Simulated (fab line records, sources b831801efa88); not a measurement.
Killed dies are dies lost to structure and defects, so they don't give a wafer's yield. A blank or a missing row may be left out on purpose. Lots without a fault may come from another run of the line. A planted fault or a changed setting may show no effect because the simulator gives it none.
fab line records | flow sky130
record lots=5 wafers=15 last_day=50
route steps=708 shown LDD_N@247 LDD_P@255 LDD_HVN@267
lots that met no fault: from a run of the same line without faults
start_h: hours from the record's first day to the start of the lot's first wafer shown | wait_h: hours since the lot's step before | " the same as in the row above | L1.1+2: a row that stands for several wafers | - no value, or no start given | * or withheld: withheld | < > ~ a bound
route shown NAME@n: a module of which the file shows steps, and the number in the route of the first | usual: mean/standard deviation of fault-free wafers | same: alike in all rows | chamber/n: place in a boat | sites: the reading at each site | _std_site: their standard deviation | _edge_site: outer sites' mean less inner sites' | radius_mm: how far each site lies from the wafer's centre | mask NAME#n: copy n | behind: the tool/chamber that last shaped the wafer | hold: why the lot was held/for how many hours/how that ended | device: the transistor (n, p or np) that didn't switch | end of line: the same wafers' tests at the end of the route | a step without rows: its recipe alone | killed: dies lost to structure and defects at the first sort, not the wafer's yield | map: a wafer's dies, x killed, . not, _ none there
set.NAME: the setting as run; set.NAME@STEP: as run at that earlier step | model.NAME: the simulator's own value behind a step, which no gauge read
lots at some steps of the route; a table a step, a row a wafer
services: from which hour (start_h, from the record's first day; less than 0 if before it) a tool's chamber was out of use, for how many hours, and why
## steps
# step SKY_LDD_N_IMPLANT_10
# recipe species=As energy_kev=20 dose_cm2=7.5e+13 tilt_deg=withheld rotation_deg=203
# step SKY_LDD_N_IMPLANT_11
# recipe species=As energy_kev=20 dose_cm2=7.5e+13 tilt_deg=withheld rotation_deg=293
# step SKY_LDD_N_IMPLANT_12
# recipe species=BF2 energy_kev=50 dose_cm2=5e+12 tilt_deg=30 rotation_deg=0
# step SKY_LDD_N_IMPLANT_13
# recipe species=BF2 energy_kev=50 dose_cm2=5e+12 tilt_deg=30 rotation_deg=90
# step SKY_LDD_N_IMPLANT_14
# recipe species=BF2 energy_kev=50 dose_cm2=5e+12 tilt_deg=30 rotation_deg=180
# step SKY_LDD_N_IMPLANT_15
# recipe species=BF2 energy_kev=50 dose_cm2=5e+12 tilt_deg=30 rotation_deg=270
# step SKY_LDD_N_STRIP_16
# recipe chemistry=O2/N2 power_w=1400 pressure_mtorr=1500 platen_temp_c=withheld o2_flow_sccm=3000 n2_flow_sccm=300 overash_fraction=0.5
# usual drypump_motor_current_A=5.8/0.38 o2_flow_sccm=2998/8.4 oes_product_au=0.406/0.0044 strip_time_to_endpoint_s=4.315/0.014
# columns lot.wafer tool chamber start_h wait_h drypump_motor_current_A o2_flow_sccm oes_product_au rf_hours_counter_h strip_time_to_endpoint_s
L286.2 plasma_asher-03 1 402.07 0.1 5.3 2997 0.407 27 4.317
L286.3 " 0 " " 6.2 2995 0.408 - 4.329
L286.4 " 1 " " 5.3 2991 0.412 - 4.326
L292.2 plasma_asher-03 0 450.73 0.1 6.2 3001 0.400 32 4.318
L292.4 " 0 " " 6.2 3009 0.406 - 4.316
L292.6 " 1 " " 5.4 2992 0.405 - 4.320
L302.1 plasma_asher-04 0 559.78 0.1 6.1 2994 0.410 14 4.304
L302.4 " 1 " " 5.4 3005 0.408 - 4.312
L302.6 " 0 " " 6.0 2985 0.408 - 4.340
L305.2 plasma_asher-04 0 575.24 0.1 6.0 2999 0.405 16 4.292
L305.4 " 0 " " 6.0 2998 0.404 - 4.302
L305.6 " 0 " " 6.0 2994 0.413 - 4.298
L309.2 plasma_asher-04 0 601.39 0.1 6.0 3007 0.406 19 4.325
L309.3 " 0 " " 6.0 2989 0.409 - 4.318
L309.6 " 0 " " 6.0 2996 0.403 - 4.305
# step SKY_LDD_N_TW_MEAS_17
# usual LDD_N_TW=2580/20
# columns lot.wafer tool chamber start_h wait_h LDD_N_TW
L286.2 film_metro-04 - 402.18 0.1 2589
L286.3 " - " " 2614
L286.4 " - " " 2602
L292.2 film_metro-04 - 450.84 0.1 2571
L292.4 " - " " 2597
L292.6 " - " " 2566
L302.1 film_metro-03 - 559.88 0.1 2573
L302.4 " - " " 2571
L302.6 " - " " 2552
L305.2 film_metro-04 - 575.35 0.1 2590
L305.4 " - " " 2584
L305.6 " - " " 2612
L309.2 film_metro-01 - 601.50 0.1 2595
L309.3 " - " " 2586
L309.6 " - " " 2597
# step SKY_LDD_P_DEHYDRATE_00
# recipe temp_c=200 time_s=60
# step SKY_LDD_P_HMDS_01
# recipe prime_time_s=60 prime_temp_c=120
# step SKY_LDD_P_COAT_02
# recipe resist=NOVOLAK spin_rpm=3000 resist_thk_nm=1140
# step SKY_LDD_P_SOFTBAKE_03
# recipe temp_c=90 time_s=60 resist=NOVOLAK
# step SKY_LDD_P_EXPOSE_04
# recipe mask_id=PSDM na=0.6 source_shape=conventional sigma_outer=0.6 polarization=unpolarized target_cd_nm=380 dose_mj=138
# usual stage_vel_mm_s=500.04/0.26
# same na=0.6
# columns lot.wafer tool chamber start_h wait_h mask stage_vel_mm_s
L286.2 iline_stepper-02 0 416.93 - PSDM#0 499.78
L286.3 " 0 " " PSDM#0 500.00
L286.4 " 0 " " PSDM#0 499.86
L292.2 iline_stepper-02 0 466.19 - NTM#0 500.17
L292.4 " 0 " " NTM#0 500.12
L292.6 " 0 " " NTM#0 499.89
L302.1 iline_stepper-02 0 574.61 - PSDM#0 499.92
L302.4 " 0 " " PSDM#0 499.93
L302.6 " 0 " " PSDM#0 499.87
L305.2 iline_stepper-01 0 590.14 - PSDM#0 500.22
L305.4 " 0 " " PSDM#0 500.56
L305.6 " 0 " " PSDM#0 499.88
L309.2 iline_stepper-02 0 616.06 - PSDM#0 500.56
L309.3 " 0 " " PSDM#0 499.86
L309.6 " 0 " " PSDM#0 500.08
# step SKY_LDD_P_PEB_05
# recipe temp_c=withheld time_s=* resist=NOVOLAK
# step SKY_LDD_P_DEVELOP_06
# recipe resist=NOVOLAK developer=TMAH develop_time_s=60 dev_temp_c=23
# step SKY_LDD_P_CD_MEAS_07
# recipe target_cd_nm=380
# usual cd_nm=380.6/2.2
# columns lot.wafer tool chamber start_h wait_h cd_nm
L286.2 cd_sem-01 - 431.94 0.1 376.5
L286.3 " - " " 379.1
L286.4 " - " " 377.9
L292.2 cd_sem-02 - 481.76 0.1 -
L292.4 " - " " -
L292.6 " - " " -
L302.1 cd_sem-02 - 588.77 0.1 378.7
L302.4 " - " " 378.7
L302.6 " - " " 380.3
L305.2 cd_sem-01 - 604.11 0.1 377.4
L305.4 " - " " 377.7
L305.6 " - " " 377.2
L309.2 cd_sem-02 - 630.64 0.1 379.6
L309.3 " - " " 381.0
L309.6 " - " " 381.5
# step SKY_LDD_P_OVL_MEAS_08
# usual LDD_P_OVL=0.0/1.3
# columns lot.wafer tool chamber start_h wait_h LDD_P_OVL[nm]
L286.2 overlay-02 - 432.05 0.1 -1.1
L286.3 " - " " -1.4
L286.4 " - " " -1.2
L292.2 overlay-01 - 481.86 0.1 -
L292.4 " - " " -
L292.6 " - " " -
L302.1 overlay-01 - 588.89 0.1 0.5
L302.4 " - " " 0.4
L302.6 " - " " 0.0
L305.2 overlay-01 - 604.21 0.1 -0.5
L305.4 " - " " 1.5
L305.6 " - " " -0.1
L309.2 overlay-01 - 630.75 0.1 1.5
L309.3 " - " " 1.1
L309.6 " - " " 0.5
# step SKY_LDD_P_IMPLANT_09
# recipe species=BF2 energy_kev=25 dose_cm2=1e+13 tilt_deg=withheld
# step SKY_LDD_P_STRIP_10
# recipe chemistry=O2/N2 power_w=1400 pressure_mtorr=1500 platen_temp_c=withheld o2_flow_sccm=3000 n2_flow_sccm=300 overash_fraction=0.5
# usual drypump_motor_current_A=5.8/0.51 o2_flow_sccm=2999/8.1 oes_product_au=0.716/0.0043 strip_time_to_endpoint_s=14.17/0.039
# columns lot.wafer tool chamber start_h wait_h drypump_motor_current_A o2_flow_sccm oes_product_au rf_hours_counter_h strip_time_to_endpoint_s
L286.2 plasma_asher-01 1 432.23 0.1 4.8 3014 0.715 74 14.18
L286.3 " 1 " " 4.8 3008 0.721 - 14.18
L286.4 " 0 " " 6.3 2996 0.725 - 14.17
L292.2 plasma_asher-02 0 482.04 0.1 6.2 2993 0.715 67 14.21
L292.4 " 1 " " 5.6 3004 0.722 - 14.22
L292.6 " 1 " " 5.6 2988 0.711 - 14.23
L302.1 plasma_asher-01 1 589.08 0.1 4.8 3001 0.712 90 14.17
L302.4 " 0 " " 6.3 3005 0.719 - 14.18
L302.6 " 0 " " 6.3 2999 0.709 - 14.21
L305.2 plasma_asher-02 1 604.39 0.1 5.6 2999 0.717 80 14.19
L305.4 " 1 " " 5.6 3003 0.711 - 14.20
L305.6 " 1 " " 5.6 2981 0.710 - 14.22
L309.2 plasma_asher-03 0 630.93 0.1 6.2 2992 0.712 47 14.16
L309.3 " 1 " " 5.3 2989 0.712 - 14.11
L309.6 " 0 " " 6.2 3000 0.719 - 14.12
# step SKY_LDD_P_TW_MEAS_11
# usual LDD_P_TW=636/3.4
# columns lot.wafer tool chamber start_h wait_h LDD_P_TW
L286.2 film_metro-02 - 432.34 0.1 632
L286.3 " - " " 629
L286.4 " - " " 634
L292.2 film_metro-01 - 482.15 0.1 30
L292.4 " - " " 30
L292.6 " - " " 30
L302.1 film_metro-02 - 589.18 0.1 635
L302.4 " - " " 632
L302.6 " - " " 633
L305.2 film_metro-02 - 604.50 0.1 637
L305.4 " - " " 631
L305.6 " - " " 634
L309.2 film_metro-04 - 631.04 0.1 639
L309.3 " - " " 637
L309.6 " - " " 642
# step SKY_LDD_HVN_DEHYDRATE_00
# recipe temp_c=200 time_s=60
## services
# columns tool chamber start_h hours kind
plasma_asher-04 - 421.25 9.0 pm
plasma_asher-04 0 421.25 9.0 vent_cycle
plasma_asher-04 1 421.25 9.0 vent_cycle
plasma_asher-04 0 430.25 - clean
plasma_asher-04 1 430.25 - clean
plasma_asher-02 - 432.04 2.8 pm
iline_stepper-02 - 447.52 2.1 pm
iline_stepper-02 - 449.60 - consumable_replace:lamp
iline_stepper-02 - 451.58 1.7 pm
plasma_asher-03 - 454.56 19.3 repair
iline_stepper-01 - 463.89 12.3 repair
iline_stepper-01 - 471.18 8.7 repair
plasma_asher-03 - 473.83 14.6 pm
iline_stepper-01 - 570.71 1.7 pm
plasma_asher-01 - 580.32 5.3 repair
plasma_asher-03 - 596.63 2.4 repair
plasma_asher-01 - 614.11 7.3 repair
plasma_asher-04 - 616.78 2.7 repair
plasma_asher-02 - 618.78 1.1 repair
## key
first_sign step=SKY_LDD_P_EXPOSE_04 reading=mask direction=changed
effect step=SKY_LDD_P_CD_MEAS_07 reading=cd_nm direction=missing
effect step=SKY_LDD_P_OVL_MEAS_08 reading=LDD_P_OVL direction=missing
effect step=SKY_LDD_P_TW_MEAS_11 reading=LDD_P_TW direction=down sigmas=99+ usual=636 struck=30
met_at SKY_LDD_P_EXPOSE_04
struck_wafers L292.2,L292.4,L292.6
sort_left_out L292.2,L292.4,L292.6
tester_left_out L292
onset_between 416.93 466.19
fault kind=wrong_mask tool=any chamber=- onset_h=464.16 steps=SKY_LDD_P_EXPOSE_04 aux_copy=NTM#0 scope=struck_lots_only
# tester_left_out: of these lots the tester's yield and bins aren't shown, on N5 and GAA mostly nor the transistor test; their killed dies are dies lost to structure and defects alone, not to doping, threshold or leakage, so they don't give the yield
# sort_left_out: the simulated sort isn't trusted on such a fault, so these wafers' sort isn't shown, and their yield isn't known
